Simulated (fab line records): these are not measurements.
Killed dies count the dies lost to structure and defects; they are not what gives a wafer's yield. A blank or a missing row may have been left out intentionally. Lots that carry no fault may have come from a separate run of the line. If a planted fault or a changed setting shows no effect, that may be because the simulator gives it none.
fab line records	flow gf180mcu
record: lots: 24	wafers: 72	lastDay: 34
route steps=602 shown STI@5 NWELL@137 M1@319
lots that met no fault: from a run of the same line without faults
startH: hours from the record's opening day to when the first of the lot's shown wafers began	waitH: time in hours since the lot's previous step	" same as the row above	L1.1+2: a single row standing in for several wafers	- no value, or no start given	* or withheld: withheld	< > ~ a bound
route shown NAME@n: names a module that has steps shown in the file, with the first one's number in the route	usual: mean/standard deviation of fault-free wafers	same: alike in all rows	chamber/n: place in a boat	sites: each site's reading	_std_site: how widely they spread, as a standard deviation	_edge_site: inner sites' mean taken away from outer sites' mean	radiusMm: for every site, how far away it sits from the centre of the wafer	mask NAME#n: copy n	behind: the most recent tool/chamber to have shaped the wafer	hold: cause of the lot's hold/its duration in hours/its outcome	device: transistor that didn't switch, given as n, p or np	end of line: the route-end tests of the same wafers	for a step that has no rows: nothing shown but its recipe	killed: dies that structure and defects cost at the first sort, which is not the same as the wafer's yield	map: shows each die of a wafer: x if killed, . if not, _ if none is there
set.NAME: setting as actually run; set.NAME@STEP: the setting as run at that earlier step	model.NAME: the simulator's own value behind a step, which no gauge read
one table for each step of the route and one row for each wafer, over a sample of lots
services: the hour from which a tool's chamber was out of use, counted from the record's first day as startH (under 0 if before that day), plus the number of hours and why
== steps ==
step: GF_STI_THK_MEAS_04
recipe: reads: Si3N4_of_STI_CVD_03
usual: STI_CVD_03_THK: 207.6/2.1
lot.wafer	tool	chamber	startH	waitH	STI_CVD_03_THK[nm]
L074.3	filmMetro-02	-	13.58	0.0	208.1
L074.5	"	-	"	"	208.1
L074.6	"	-	"	"	209.5
L075.2	filmMetro-03	-	18.57	0.0	210.9
L075.3	"	-	"	"	208.7
L075.5	"	-	"	"	211.0
L076.4	filmMetro-01	-	23.95	0.0	210.8
L076.5	"	-	"	"	209.7
L076.6	"	-	"	"	209.8
L077.3	filmMetro-01	-	28.58	0.0	209.9
L077.5	"	-	"	"	211.7
L077.6	"	-	"	"	210.3
L078.1	filmMetro-01	-	33.56	0.0	211.0
L078.5	"	-	"	"	212.4
L078.6	"	-	"	"	208.7
L079.2	filmMetro-01	-	38.93	0.0	209.8
L079.3	"	-	"	"	210.1
L079.4	"	-	"	"	212.6
L080.1	filmMetro-02	-	43.56	0.0	208.5
L080.2	"	-	"	"	208.4
L080.3	"	-	"	"	208.2
L081.2	filmMetro-03	-	48.57	0.0	209.5
L081.4	"	-	"	"	205.9
L081.6	"	-	"	"	208.2
L082.3	filmMetro-02	-	53.74	0.0	209.0
L082.4	"	-	"	"	207.2
L082.5	"	-	"	"	205.8
L083.1	filmMetro-01	-	58.56	0.0	206.8
L083.4	"	-	"	"	208.4
L083.6	"	-	"	"	208.4
L084.1	filmMetro-02	-	63.56	0.0	207.4
L084.2	"	-	"	"	206.2
L084.4	"	-	"	"	206.9
L085.2	filmMetro-01	-	68.57	0.0	208.0
L085.3	"	-	"	"	208.6
L085.5	"	-	"	"	207.4
L086.1	filmMetro-02	-	73.70	0.0	207.7
L086.2	"	-	"	"	209.0
L086.6	"	-	"	"	208.0
L087.1	filmMetro-03	-	78.56	0.0	206.3
L087.3	"	-	"	"	206.3
L087.4	"	-	"	"	207.9
L088.2	filmMetro-01	-	84.04	0.0	204.7
L088.3	"	-	"	"	203.4
L088.5	"	-	"	"	206.3
L089.3	filmMetro-03	-	89.91	0.0	208.4
L089.4	"	-	"	"	209.0
L089.6	"	-	"	"	209.0
L090.3	filmMetro-01	-	93.58	0.0	206.1
L090.4	"	-	"	"	206.1
L090.5	"	-	"	"	204.6
L091.2	filmMetro-03	-	98.57	0.0	205.8
L091.3	"	-	"	"	204.5
L091.6	"	-	"	"	204.7
L092.2	filmMetro-02	-	104.08	0.0	203.8
L092.3	"	-	"	"	205.4
L092.5	"	-	"	"	206.8
L093.1	filmMetro-03	-	108.56	0.0	209.0
L093.5	"	-	"	"	209.3
L093.6	"	-	"	"	208.8
L094.1	filmMetro-01	-	113.56	0.0	206.8
L094.3	"	-	"	"	204.8
L094.5	"	-	"	"	204.6
L095.1	filmMetro-01	-	118.56	0.0	205.3
L095.4	"	-	"	"	206.9
L095.5	"	-	"	"	206.6
L096.1	filmMetro-01	-	123.56	0.0	206.7
L096.3	"	-	"	"	206.5
L096.5	"	-	"	"	205.6
L097.3	filmMetro-01	-	128.58	0.0	205.9
L097.5	"	-	"	"	206.2
L097.6	"	-	"	"	204.9
step: GF_STI_ETCH_14
recipe: target: Si	chemistry: HBr/Cl2/O2	targetDepthNm: 360	icpW: 600	biasW: 150	pressureMtorr: 15	HBr_flow_sccm: 150	Cl2_flow_sccm: 40	O2_flow_sccm: 6	timeS: 102.9
usual: HBr_flow_sccm: 150.0/0.47	chamberPressureMTorr: 15.000/0.015	drypumpMotorCurrentA: 5.4/0.36	oesProductAu: 0.999/0.011	throttleValvePct: 25.657/0.012
lot.wafer	tool	chamber	startH	waitH	HBr_flow_sccm	chamberPressureMTorr	drypumpMotorCurrentA	oesProductAu	rfHoursCounterH	throttleValvePct
L074.3	rieSi-02	0	25.81	0.0	150.0	14.992	5.5	1.007	116	25.649
L074.5	"	2	"	"	149.8	15.002	5.6	0.988	-	25.672
L074.6	"	3	"	"	150.0	14.983	4.8	1.013	-	25.660
L075.2	rieSi-02	3	30.82	0.0	150.1	15.019	4.8	0.998	121	25.667
L075.3	"	0	"	"	150.8	15.007	5.5	1.006	116	25.664
L075.5	"	3	"	"	150.3	15.014	4.8	1.005	-	25.653
L076.4	rieSi-02	2	36.62	0.0	149.4	15.004	5.6	0.991	49	25.662
L076.5	"	2	"	"	149.4	15.001	5.6	0.993	-	25.667
L076.6	"	1	"	"	149.6	14.990	5.7	0.994	-	25.661
L077.3	rieSi-02	3	41.04	0.0	149.8	15.023	4.8	1.008	121	25.637
L077.5	"	3	"	"	149.5	15.011	4.9	1.008	-	25.656
L077.6	"	2	"	"	150.5	15.018	5.6	0.990	-	25.651
L078.1	rieSi-01	0	46.09	0.0	150.7	15.001	5.0	1.000	35	25.655
L078.5	"	2	"	"	149.9	15.018	5.3	0.991	-	25.660
L078.6	"	3	"	"	149.8	14.975	5.9	1.001	-	25.673
L079.2	rieSi-01	0	51.99	0.0	149.0	15.005	5.0	0.998	35	25.651
L079.3	"	2	"	"	149.1	15.005	5.3	0.998	100	25.677
L079.4	"	1	"	"	149.7	15.002	5.0	0.986	148	25.671
L080.1	rieSi-02	1	55.32	0.0	149.8	14.992	5.7	0.996	60	25.677
L080.2	"	3	"	"	149.8	15.009	4.8	1.008	121	25.654
L080.3	"	0	"	"	150.6	14.999	5.5	1.019	116	25.651
L081.2	rieSi-02	0	61.17	0.0	150.5	15.009	5.5	1.007	116	25.644
L081.4	"	1	"	"	149.8	14.985	5.8	0.996	60	25.665
L081.6	"	1	"	"	150.3	14.980	5.7	1.004	-	25.654
L082.3	rieSi-02	0	67.06	0.0	150.4	14.986	5.4	0.999	116	25.645
L082.4	"	1	"	"	150.5	14.973	5.7	0.985	60	25.664
L082.5	"	0	"	"	149.6	14.994	5.5	1.004	-	25.653
L083.1	rieSi-02	0	72.39	0.0	150.2	14.991	5.5	1.010	116	25.655
L083.4	"	1	"	"	149.8	15.005	5.8	0.989	60	25.676
L083.6	"	1	"	"	150.3	15.021	5.7	1.003	-	25.653
L084.1	rieSi-02	3	76.97	0.0	150.2	15.007	4.8	1.010	121	25.646
L084.2	"	1	"	"	149.6	14.983	5.8	0.991	60	25.660
L084.4	"	2	"	"	150.1	14.977	5.6	0.989	49	25.670
L085.2	rieSi-02	3	82.37	0.0	150.1	15.013	4.8	1.026	121	25.637
L085.3	"	2	"	"	150.2	14.977	5.6	1.002	49	25.657
L085.5	"	3	"	"	149.6	14.968	4.8	1.029	-	25.647
L086.1	rieSi-01	1	87.42	0.0	149.9	14.982	5.0	0.990	148	25.650
L086.2	"	3	"	"	150.5	14.998	5.9	0.992	4	25.667
L086.6	"	2	"	"	148.9	15.008	5.3	0.982	-	25.665
L087.1	rieSi-02	1	92.06	0.0	150.5	15.008	5.7	1.004	60	25.675
L087.3	"	2	"	"	150.2	15.006	5.6	0.994	49	25.663
L087.4	"	0	"	"	149.9	15.014	5.4	1.019	116	25.656
L088.2	rieSi-02	0	98.27	0.0	150.3	15.017	5.5	1.009	116	25.654
L088.3	"	2	"	"	149.8	14.987	5.6	0.989	49	25.665
L088.5	"	2	"	"	149.8	15.020	5.6	0.992	-	25.660
L089.3	rieSi-02	1	104.12	0.0	149.7	15.002	5.7	1.008	61	25.669
L089.4	"	2	"	"	150.6	15.002	5.6	0.994	50	25.662
L089.6	"	1	"	"	150.1	14.983	5.8	0.990	-	25.650
L090.3	rieSi-02	2	107.66	0.0	150.4	15.006	5.6	0.991	50	25.669
L090.4	"	3	"	"	150.7	14.985	4.8	1.027	122	25.632
L090.5	"	1	"	"	149.4	15.013	5.7	0.997	-	25.655
L091.2	rieSi-01	1	113.24	0.0	150.5	14.997	5.0	0.986	0	25.665
L091.3	"	3	"	"	150.7	15.010	6.0	0.995	4	25.653
L091.6	"	1	"	"	149.8	15.019	5.0	0.981	-	25.676
L092.2	rieSi-01	1	119.14	0.0	149.1	15.009	5.0	0.990	0	25.656
L092.3	"	2	"	"	149.9	15.016	5.3	0.996	100	25.655
L092.5	"	0	"	"	150.6	14.996	5.0	1.007	-	25.628
L093.1	rieSi-01	2	123.26	0.0	149.0	14.975	5.3	0.991	100	25.648
L093.5	"	2	"	"	150.2	14.984	5.3	1.005	-	25.662
L093.6	"	1	"	"	150.6	14.998	5.0	0.986	-	25.665
L094.1	rieSi-01	1	128.29	0.0	150.1	15.017	5.0	0.981	0	25.666
L094.3	"	0	"	"	149.6	14.971	5.0	1.004	35	25.660
L094.5	"	0	"	"	149.3	15.000	5.0	0.995	-	25.667
L095.1	rieSi-02	0	133.97	0.0	149.9	14.996	5.4	1.004	117	25.668
L095.4	"	3	"	"	150.8	15.004	4.8	1.008	122	25.662
L095.5	"	0	"	"	150.2	14.992	5.5	0.994	-	25.647
L096.1	rieSi-02	2	138.54	0.0	150.0	15.002	5.6	0.987	50	25.662
L096.3	"	0	"	"	150.2	15.013	5.5	1.014	117	25.646
L096.5	"	2	"	"	150.3	14.995	5.6	0.982	-	25.656
L097.3	rieSi-02	3	144.12	0.0	150.1	14.938	4.8	1.020	122	25.646
L097.5	"	1	"	"	149.2	14.994	5.7	0.996	-	25.653
L097.6	"	2	"	"	149.7	15.023	5.6	0.993	-	25.653
step: GF_STI_THK_MEAS_22
recipe: reads: SiO2_of_STI_OXIDATION_21
usual: STI_OXIDATION_01_THK: 15.03/0.27
lot.wafer	tool	chamber	startH	waitH	STI_OXIDATION_01_THK[nm]
L074.3	filmMetro-02	-	28.06	0.0	14.97
L074.5	"	-	"	"	14.94
L074.6	"	-	"	"	15.02
L075.2	filmMetro-03	-	32.65	0.0	14.59
L075.3	"	-	"	"	15.03
L075.5	"	-	"	"	14.82
L076.4	filmMetro-02	-	38.31	0.0	14.88
L076.5	"	-	"	"	14.58
L076.6	"	-	"	"	14.80
L077.3	filmMetro-03	-	42.72	0.0	14.72
L077.5	"	-	"	"	14.85
L077.6	"	-	"	"	14.71
L078.1	filmMetro-02	-	47.75	0.0	14.97
L078.5	"	-	"	"	14.67
L078.6	"	-	"	"	14.74
L079.2	filmMetro-01	-	53.65	0.0	15.10
L079.3	"	-	"	"	14.98
L079.4	"	-	"	"	15.23
L080.1	filmMetro-01	-	57.26	0.0	15.00
L080.2	"	-	"	"	15.06
L080.3	"	-	"	"	15.13
L081.2	filmMetro-02	-	62.83	0.0	14.68
L081.4	"	-	"	"	14.74
L081.6	"	-	"	"	14.80
L082.3	filmMetro-03	-	68.73	0.0	15.20
L082.4	"	-	"	"	15.39
L082.5	"	-	"	"	15.23
L083.1	filmMetro-02	-	74.07	0.0	15.46
L083.4	"	-	"	"	15.62
L083.6	"	-	"	"	15.42
L084.1	filmMetro-02	-	80.59	0.0	15.11
L084.2	"	-	"	"	15.03
L084.4	"	-	"	"	15.37
L085.2	filmMetro-01	-	85.32	0.0	14.58
L085.3	"	-	"	"	14.43
L085.5	"	-	"	"	14.98
L086.1	filmMetro-03	-	89.08	0.0	14.79
L086.2	"	-	"	"	14.89
L086.6	"	-	"	"	14.85
L087.1	filmMetro-03	-	93.74	0.0	15.38
L087.3	"	-	"	"	15.38
L087.4	"	-	"	"	15.34
L088.2	filmMetro-01	-	99.93	0.0	15.41
L088.3	"	-	"	"	15.44
L088.5	"	-	"	"	15.27
L089.3	filmMetro-02	-	105.79	0.0	14.97
L089.4	"	-	"	"	15.28
L089.6	"	-	"	"	14.98
L090.3	filmMetro-02	-	109.41	0.0	15.16
L090.4	"	-	"	"	14.87
L090.5	"	-	"	"	15.01
L091.2	filmMetro-03	-	114.90	0.0	15.09
L091.3	"	-	"	"	15.06
L091.6	"	-	"	"	14.98
L092.2	filmMetro-03	-	120.80	0.0	15.18
L092.3	"	-	"	"	15.11
L092.5	"	-	"	"	14.91
L093.1	filmMetro-01	-	125.53	0.0	15.20
L093.5	"	-	"	"	15.02
L093.6	"	-	"	"	15.00
L094.1	filmMetro-02	-	130.32	0.0	14.78
L094.3	"	-	"	"	14.72
L094.5	"	-	"	"	14.67
L095.1	filmMetro-01	-	136.47	0.0	15.20
L095.4	"	-	"	"	15.07
L095.5	"	-	"	"	15.22
L096.1	filmMetro-01	-	142.13	0.0	15.43
L096.3	"	-	"	"	15.45
L096.5	"	-	"	"	15.33
L097.3	filmMetro-02	-	145.80	0.0	15.04
L097.5	"	-	"	"	15.02
L097.6	"	-	"	"	15.20
step: GF_STI_THK_MEAS_30
recipe: reads: SiO2_of_STI_OXIDATION_29
usual: STI_OXIDATION_02_THK: 10.00/0.21
lot.wafer	tool	chamber	startH	waitH	STI_OXIDATION_02_THK[nm]
L074.3	filmMetro-02	-	30.72	0.0	10.02
L074.5	"	-	"	"	10.15
L074.6	"	-	"	"	10.11
L075.2	filmMetro-03	-	35.49	0.0	10.01
L075.3	"	-	"	"	10.09
L075.5	"	-	"	"	10.10
L076.4	filmMetro-01	-	40.85	0.0	9.99
L076.5	"	-	"	"	10.07
L076.6	"	-	"	"	9.91
L077.3	filmMetro-01	-	45.25	0.0	9.72
L077.5	"	-	"	"	9.82
L077.6	"	-	"	"	9.70
L078.1	filmMetro-02	-	50.28	0.0	10.00
L078.5	"	-	"	"	10.14
L078.6	"	-	"	"	9.87
L079.2	filmMetro-02	-	56.14	0.0	10.07
L079.3	"	-	"	"	9.87
L079.4	"	-	"	"	9.90
L080.1	filmMetro-03	-	59.75	0.0	9.66
L080.2	"	-	"	"	9.71
L080.3	"	-	"	"	9.82
L081.2	filmMetro-03	-	65.35	0.0	9.57
L081.4	"	-	"	"	9.59
L081.6	"	-	"	"	9.39
L082.3	filmMetro-03	-	71.31	0.0	10.04
L082.4	"	-	"	"	10.03
L082.5	"	-	"	"	9.97
L083.1	filmMetro-02	-	77.91	0.0	9.99
L083.4	"	-	"	"	10.00
L083.6	"	-	"	"	9.86
L084.1	filmMetro-02	-	83.38	0.0	10.26
L084.2	"	-	"	"	10.32
L084.4	"	-	"	"	10.37
L085.2	filmMetro-01	-	87.90	0.0	10.38
L085.3	"	-	"	"	10.39
L085.5	"	-	"	"	10.44
L086.1	filmMetro-02	-	91.58	0.0	10.38
L086.2	"	-	"	"	10.20
L086.6	"	-	"	"	10.29
L087.1	filmMetro-02	-	96.25	0.0	9.82
L087.3	"	-	"	"	9.91
L087.4	"	-	"	"	9.89
L088.2	filmMetro-03	-	103.43	0.0	9.83
L088.3	"	-	"	"	9.95
L088.5	"	-	"	"	10.23
L089.3	filmMetro-02	-	108.28	0.0	10.30
L089.4	"	-	"	"	10.21
L089.6	"	-	"	"	10.17
L090.3	filmMetro-02	-	112.30	0.0	10.36
L090.4	"	-	"	"	10.39
L090.5	"	-	"	"	10.30
L091.2	filmMetro-01	-	117.40	0.0	9.84
L091.3	"	-	"	"	9.73
L091.6	"	-	"	"	9.87
L092.2	filmMetro-02	-	124.42	0.0	10.23
L092.3	"	-	"	"	10.18
L092.5	"	-	"	"	10.05
L093.1	filmMetro-02	-	128.02	0.0	10.10
L093.5	"	-	"	"	10.16
L093.6	"	-	"	"	9.98
L094.1	filmMetro-02	-	133.39	0.0	9.87
L094.3	"	-	"	"	9.91
L094.5	"	-	"	"	9.91
L095.1	filmMetro-02	-	139.55	0.0	10.02
L095.4	"	-	"	"	9.98
L095.5	"	-	"	"	10.14
L096.1	filmMetro-03	-	144.65	0.0	9.78
L096.3	"	-	"	"	9.75
L096.5	"	-	"	"	9.84
L097.3	filmMetro-02	-	148.44	0.0	10.04
L097.5	"	-	"	"	9.91
L097.6	"	-	"	"	10.00
step: GF_VT_IMPLANT_RS_MEAS_47
recipe: thkMeasGauge: four-point-probe
usual: NWELL_RS: 487.2/1.2
lot.wafer	tool	chamber	startH	waitH	NWELL_RS[ohm/sq]
L074.3	filmMetro-03	-	159.13	0.1	485.8
L074.5	"	-	"	"	488.1
L074.6	"	-	"	"	488.1
L075.2	filmMetro-03	-	165.46	0.1	486.9
L075.3	"	-	"	"	488.0
L075.5	"	-	"	"	488.0
L076.4	filmMetro-02	-	174.67	0.1	486.2
L076.5	"	-	"	"	487.0
L076.6	"	-	"	"	486.4
L077.3	filmMetro-04	-	178.85	0.1	487.8
L077.5	"	-	"	"	486.8
L077.6	"	-	"	"	487.5
L078.1	filmMetro-03	-	186.78	0.1	487.2
L078.5	"	-	"	"	485.1
L078.6	"	-	"	"	487.1
L079.2	filmMetro-02	-	193.18	0.1	485.0
L079.3	"	-	"	"	486.6
L079.4	"	-	"	"	486.4
L080.1	filmMetro-02	-	199.28	0.1	485.7
L080.2	"	-	"	"	484.8
L080.3	"	-	"	"	485.4
L081.2	filmMetro-04	-	205.94	0.1	487.0
L081.4	"	-	"	"	489.3
L081.6	"	-	"	"	487.9
L082.3	filmMetro-02	-	213.70	0.1	486.8
L082.4	"	-	"	"	486.3
L082.5	"	-	"	"	487.3
L083.1	filmMetro-04	-	220.76	0.1	487.5
L083.4	"	-	"	"	489.1
L083.6	"	-	"	"	488.7
L084.1	filmMetro-04	-	229.04	0.1	487.1
L084.2	"	-	"	"	488.1
L084.4	"	-	"	"	486.6
L085.2	filmMetro-04	-	234.13	0.1	485.2
L085.3	"	-	"	"	486.6
L085.5	"	-	"	"	487.0
L086.1	filmMetro-02	-	239.93	0.1	486.0
L086.2	"	-	"	"	484.6
L086.6	"	-	"	"	485.9
L087.1	filmMetro-03	-	245.07	0.1	488.1
L087.3	"	-	"	"	488.4
L087.4	"	-	"	"	488.1
L088.2	filmMetro-03	-	253.44	0.1	489.9
L088.3	"	-	"	"	489.1
L088.5	"	-	"	"	488.7
L089.3	filmMetro-04	-	259.91	0.1	486.5
L089.4	"	-	"	"	487.4
L089.6	"	-	"	"	487.8
L090.3	filmMetro-02	-	266.26	0.1	486.5
L090.4	"	-	"	"	487.5
L090.5	"	-	"	"	489.1
L091.2	filmMetro-02	-	272.84	0.1	487.2
L091.3	"	-	"	"	486.4
L091.6	"	-	"	"	487.7
L092.2	filmMetro-03	-	281.67	0.1	488.3
L092.3	"	-	"	"	488.8
L092.5	"	-	"	"	487.9
L093.1	filmMetro-03	-	287.64	0.1	486.5
L093.5	"	-	"	"	486.6
L093.6	"	-	"	"	486.0
L094.1	filmMetro-03	-	294.25	0.1	485.8
L094.3	"	-	"	"	484.3
L094.5	"	-	"	"	485.2
L095.1	filmMetro-03	-	301.12	0.1	487.7
L095.4	"	-	"	"	487.5
L095.5	"	-	"	"	488.7
L096.1	filmMetro-02	-	308.22	0.1	488.2
L096.3	"	-	"	"	486.6
L096.5	"	-	"	"	488.1
L097.3	filmMetro-02	-	312.53	0.1	488.4
L097.5	"	-	"	"	487.7
L097.6	"	-	"	"	486.6
step: GF_M1_SPUTTER_04
recipe: material: TiN	targetThkNm: 50	powerW: 6500	timeS: 41.7	chamberPressurePa: 0.4
usual: throttleValvePct: 29.9/0.92
lot.wafer	tool	chamber	startH	waitH	throttleValvePct
L074.3	pvdSputter-04	-	368.75	0.0	29.2
L074.5	"	-	"	"	31.5
L074.6	"	-	"	"	28.2
L075.2	pvdSputter-01	-	372.00	0.0	29.8
L075.3	"	-	"	"	27.8
L075.5	"	-	"	"	29.6
L076.4	pvdSputter-02	-	386.73	0.0	30.6
L076.5	"	-	"	"	30.3
L076.6	"	-	"	"	30.8
L077.3	pvdSputter-02	-	391.70	0.0	31.3
L077.5	"	-	"	"	29.8
L077.6	"	-	"	"	30.5
L078.1	pvdSputter-04	-	401.35	0.0	31.5
L078.5	"	-	"	"	29.3
L078.6	"	-	"	"	29.5
L079.2	pvdSputter-04	-	412.15	0.0	29.6
L079.3	"	-	"	"	28.5
L079.4	"	-	"	"	29.2
L080.1	pvdSputter-04	-	420.40	0.0	29.6
L080.2	"	-	"	"	28.4
L080.3	"	-	"	"	31.4
L081.2	pvdSputter-02	-	430.59	0.0	30.8
L081.4	"	-	"	"	30.1
L081.6	"	-	"	"	29.9
L082.3	pvdSputter-02	-	440.40	0.0	30.1
L082.4	"	-	"	"	31.0
L082.5	"	-	"	"	30.3
L083.1	pvdSputter-01	-	445.70	0.0	29.7
L083.4	"	-	"	"	27.8
L083.6	"	-	"	"	29.6
L084.1	pvdSputter-02	-	459.95	0.0	31.3
L084.2	"	-	"	"	30.0
L084.4	"	-	"	"	30.5
L085.2	pvdSputter-01	-	464.79	0.0	30.4
L085.3	"	-	"	"	27.8
L085.5	"	-	"	"	29.7
L086.1	pvdSputter-01	-	474.84	0.0	29.9
L086.2	"	-	"	"	27.9
L086.6	"	-	"	"	27.7
L087.1	pvdSputter-02	-	481.72	0.0	30.2
L087.3	"	-	"	"	29.6
L087.4	"	-	"	"	31.1
L088.2	pvdSputter-02	-	489.73	0.0	30.3
L088.3	"	-	"	"	29.8
L088.5	"	-	"	"	30.2
L089.3	pvdSputter-02	-	500.25	0.0	29.8
L089.4	"	-	"	"	30.1
L089.6	"	-	"	"	30.6
L090.3	pvdSputter-04	-	506.11	0.0	29.0
L090.4	"	-	"	"	31.1
L090.5	"	-	"	"	31.3
L091.2	pvdSputter-01	-	512.95	0.0	29.8
L091.3	"	-	"	"	27.6
L091.6	"	-	"	"	29.6
L092.2	pvdSputter-01	-	524.16	0.0	27.9
L092.3	"	-	"	"	30.5
L092.5	"	-	"	"	29.6
L093.1	pvdSputter-02	-	529.71	0.0	29.6
L093.5	"	-	"	"	31.1
L093.6	"	-	"	"	30.2
L094.1	pvdSputter-04	-	538.95	0.0	31.2
L094.3	"	-	"	"	29.5
L094.5	"	-	"	"	29.2
L095.1	pvdSputter-02	-	545.35	0.0	30.5
L095.4	"	-	"	"	31.0
L095.5	"	-	"	"	29.9
L096.1	pvdSputter-02	-	555.44	0.0	30.2
L096.3	"	-	"	"	30.3
L096.5	"	-	"	"	30.5
L097.3	pvdSputter-04	-	560.85	0.0	29.2
L097.5	"	-	"	"	29.6
L097.6	"	-	"	"	29.5
== services ==
tool	chamber	startH	hours	kind
rieSi-02	2	15.64	2.0	repair
pvdSputter-04	-	19.80	4.4	repair
rieSi-01	1	23.85	7.3	repair
pvdSputter-04	-	85.37	8.1	repair
pvdSputter-02	-	87.26	0.5	repair
rieSi-01	-	94.86	14.6	pm
pvdSputter-04	-	96.79	0.9	repair
pvdSputter-04	-	102.99	14.1	repair
rieSi-02	0	141.79	6.7	repair
rieSi-01	0	189.92	3.9	repair
rieSi-01	1	198.97	3.1	repair
rieSi-01	1	207.93	2.9	repair
rieSi-01	2	242.29	2.6	repair
pvdSputter-04	-	265.87	1.8	repair
rieSi-01	-	314.64	2.8	pm
rieSi-02	1	315.61	4.0	repair
rieSi-02	-	328.39	2.8	pm
pvdSputter-02	-	341.26	3.0	repair
pvdSputter-02	-	365.32	8.3	repair
pvdSputter-02	-	461.60	0.9	repair
pvdSputter-02	-	464.77	1.8	repair
rieSi-02	1	469.91	1.3	repair
rieSi-02	-	498.99	0.3	repair
rieSi-02	3	531.05	7.4	repair
== key ==
fault none
